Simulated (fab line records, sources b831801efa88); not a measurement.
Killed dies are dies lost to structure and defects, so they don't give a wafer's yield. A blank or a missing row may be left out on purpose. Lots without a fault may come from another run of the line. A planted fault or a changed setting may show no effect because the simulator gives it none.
Which tool did it? | flow sky130 | 13 lots, 39 wafers sampled, at 5 steps of a route of 708

WHAT THE GAUGES READ, wafer by wafer
SKY_VT_ADJUST_PCH_TW_MEAS_10. Usual: VT_ADJUST_PCH_TW 142.8, standard deviation 0.65.
lot  | measured     | on            | VT_ADJUST_PCH_TW  | flag
L231 | day 10 10:48 | film_metro-02 | 142.3 142.5 142.6 |
L234 | day 11 06:29 | film_metro-01 | 142.7 142.9 142.7 |
L235 | day 11 18:33 | film_metro-02 | 141.2 142.4 142.4 |
L236 | day 12 01:02 | film_metro-03 | 142.4 141.3 142.1 |
L237 | day 12 11:46 | film_metro-03 | 142.4 142.7 142.9 |
L239 | day 13 01:16 | film_metro-02 | 171.9 171.9 172.9 | OFF
L247 | day 15 13:42 | film_metro-01 | 172.0 172.1 172.1 | OFF
L248 | day 16 20:45 | film_metro-01 | 142.7 142.5 142.4 |
L250 | day 17 05:37 | film_metro-01 | 142.5 142.3 142.4 |
L249 | day 17 05:47 | film_metro-03 | 143.3 142.6 143.8 |
L251 | day 17 10:22 | film_metro-01 | 142.1 142.7 142.4 |
L253 | day 17 19:22 | film_metro-03 | 143.9 143.7 143.8 |
L254 | day 18 05:42 | film_metro-03 | 143.6 144.0 143.0 |

SKY_METAL1_OVL_MEAS_16. Usual: METAL1_OVL 1 nm, standard deviation 5.1.
lot  | measured     | on         | METAL1_OVL (nm) | flag
L231 | day 32 18:21 | overlay-01 | -1 11 1         |
L234 | day 33 20:16 | overlay-02 | -5 -2 -2        |
L235 | day 33 23:19 | overlay-01 | 6 0 5           |
L236 | day 34 19:40 | overlay-02 | 0 -2 6          |
L237 | day 34 23:28 | overlay-01 | 0 -1 -1         |
L239 | day 35 19:07 | overlay-02 | -2 9 6          |
L247 | day 38 04:37 | overlay-02 | 2 2 3           |
L248 | day 39 12:10 | overlay-01 | 0 7 0           |
L250 | day 39 13:04 | overlay-01 | 10 4 1          |
L249 | day 39 12:17 | overlay-01 | -4 -8 0         |
L251 | day 39 15:43 | overlay-01 | 1 -6 0          |
L253 | day 40 10:55 | overlay-02 | -3 1 -2         |
L254 | day 40 15:19 | overlay-01 | -1 -6 -6        |

WHICH TOOL RAN EACH LOT (tool, then ch and the chambers of the sampled wafers, then the start)
lot  | SKY_VT_ADJUST_LVTN_STRIP_20          | SKY_VT_ADJUST_PCH_IMPLANT_08    | SKY_METAL1_SPUTTER_00
L231 | plasma_asher-04 ch 0,1, day 7 17:46  | implanter-04 ch 0, day 10 10:33 | pvd_sputter-03, day 31 14:34
L234 | plasma_asher-03 ch 0,1, day 8 11:40  | implanter-04 ch 0, day 11 06:15 | pvd_sputter-02, day 32 16:55
L235 | plasma_asher-03 ch 0,1, day 8 22:14  | implanter-02 ch 0, day 11 18:18 | pvd_sputter-02, day 32 20:16
L236 | plasma_asher-01 ch 0,1, day 9 05:19  | implanter-01 ch 0, day 12 00:49 | pvd_sputter-02, day 33 16:40
L237 | plasma_asher-03 ch 0,1, day 9 12:52  | implanter-02 ch 0, day 12 11:33 | pvd_sputter-02, day 33 20:16
L239 | plasma_asher-03 ch 0,1, day 10 00:32 | implanter-04 ch 0, day 13 00:44 | pvd_sputter-02, day 34 16:50
L247 | plasma_asher-04 ch 0,1, day 12 07:30 | implanter-04 ch 0, day 15 13:09 | pvd_sputter-03, day 37 03:06
L248 | plasma_asher-01 ch 0,1, day 13 09:59 | implanter-01 ch 0, day 16 20:30 | pvd_sputter-04, day 38 10:50
L250 | plasma_asher-01 ch 0,1, day 13 17:34 | implanter-02 ch 0, day 17 05:22 | pvd_sputter-04, day 38 11:26
L249 | plasma_asher-03 ch 0,1, day 13 18:13 | implanter-02 ch 0, day 17 05:33 | pvd_sputter-03, day 38 10:51
L251 | plasma_asher-01 ch 0,1, day 13 23:20 | implanter-04 ch 0, day 17 10:08 | pvd_sputter-02, day 38 14:35
L253 | plasma_asher-01 ch 0,1, day 14 05:19 | implanter-04 ch 0, day 17 19:08 | pvd_sputter-02, day 39 09:43
L254 | plasma_asher-04 ch 0,1, day 14 15:04 | implanter-04 ch 0, day 18 05:30 | pvd_sputter-03, day 39 14:23
- SKY_VT_ADJUST_LVTN_STRIP_20: strips in O2/N2.
- SKY_VT_ADJUST_PCH_IMPLANT_08
- SKY_METAL1_SPUTTER_00: material Ti, target thk 15 nm, time 10 s.

WHAT THE TOOLS THEMSELVES READ (means of the sampled wafers that have a number; where no wafer has one, the mark that the record gives instead)
SKY_VT_ADJUST_LVTN_STRIP_20. Usual: drypump_motor_current_A 5.8 A, standard deviation 0.38; oes_product_au 0.716 a.u., standard deviation 0.0045; strip_time_to_endpoint_s 14.19 s, standard deviation 0.048.
lot  | tool            | drypump_motor_current_A (A) | oes_product_au (a.u.) | strip_time_to_endpoint_s (s) | flag
L231 | plasma_asher-04 | 5.9                         | 0.714                 | 14.28                        |
L234 | plasma_asher-03 | 5.6                         | 0.716                 | 14.10                        |
L235 | plasma_asher-03 | 5.6                         | 0.716                 | 14.20                        |
L236 | plasma_asher-01 | 6.2                         | 0.719                 | 14.26                        |
L237 | plasma_asher-03 | 5.4                         | 0.718                 | 14.13                        |
L239 | plasma_asher-03 | 5.6                         | 0.717                 | 14.30                        |
L247 | plasma_asher-04 | 6.0                         | 0.715                 | 14.17                        |
L248 | plasma_asher-01 | 6.3                         | 0.715                 | 14.12                        |
L250 | plasma_asher-01 | 6.0                         | 0.718                 | 14.13                        |
L249 | plasma_asher-03 | 5.6                         | 0.715                 | 14.19                        |
L251 | plasma_asher-01 | 6.3                         | 0.720                 | 14.19                        |
L253 | plasma_asher-01 | 6.0                         | 0.713                 | 14.15                        |
L254 | plasma_asher-04 | 5.9                         | 0.716                 | 14.19                        |

SKY_METAL1_SPUTTER_00. Usual: throttle_valve_pct 29.8 %, standard deviation 1.
lot  | tool           | throttle_valve_pct (%) | flag
L231 | pvd_sputter-03 | 30.0                   |
L234 | pvd_sputter-02 | 29.2                   |
L235 | pvd_sputter-02 | 29.6                   |
L236 | pvd_sputter-02 | 29.5                   |
L237 | pvd_sputter-02 | 30.7                   |
L239 | pvd_sputter-02 | 28.9                   |
L247 | pvd_sputter-03 | 30.0                   |
L248 | pvd_sputter-04 | 30.8                   |
L250 | pvd_sputter-04 | 31.0                   |
L249 | pvd_sputter-03 | 30.8                   |
L251 | pvd_sputter-02 | 29.7                   |
L253 | pvd_sputter-02 | 29.0                   |
L254 | pvd_sputter-03 | 30.4                   |

THE ANSWER, worked out from the rows above alone
Rule: a lot is off if the mean of its wafers that have a number lies more than 3 standard deviations from the usual mean. A lot without any number at a reading at which 4 lots or more have one is off too. The other lots that the step has rows for count as sound. The gauges are gone through in route order, then the tools' own readings, and for those a lot's mean is taken as printed above. The first step at which some lot is off is used, and at that step the reading that is off furthest; a lot without a number counts as furthest.
Off: L239, L247, at SKY_VT_ADJUST_PCH_TW_MEAS_10 (VT_ADJUST_PCH_TW).
A tool fits if, at a process step before that reading, it ran every lot that is off, and no sound lot after the first of them. The gauges at SKY_VT_ADJUST_PCH_TW_MEAS_10 are tried like those tools. None of those tried fits.

WHAT THE SIMULATOR HAD PUT IN
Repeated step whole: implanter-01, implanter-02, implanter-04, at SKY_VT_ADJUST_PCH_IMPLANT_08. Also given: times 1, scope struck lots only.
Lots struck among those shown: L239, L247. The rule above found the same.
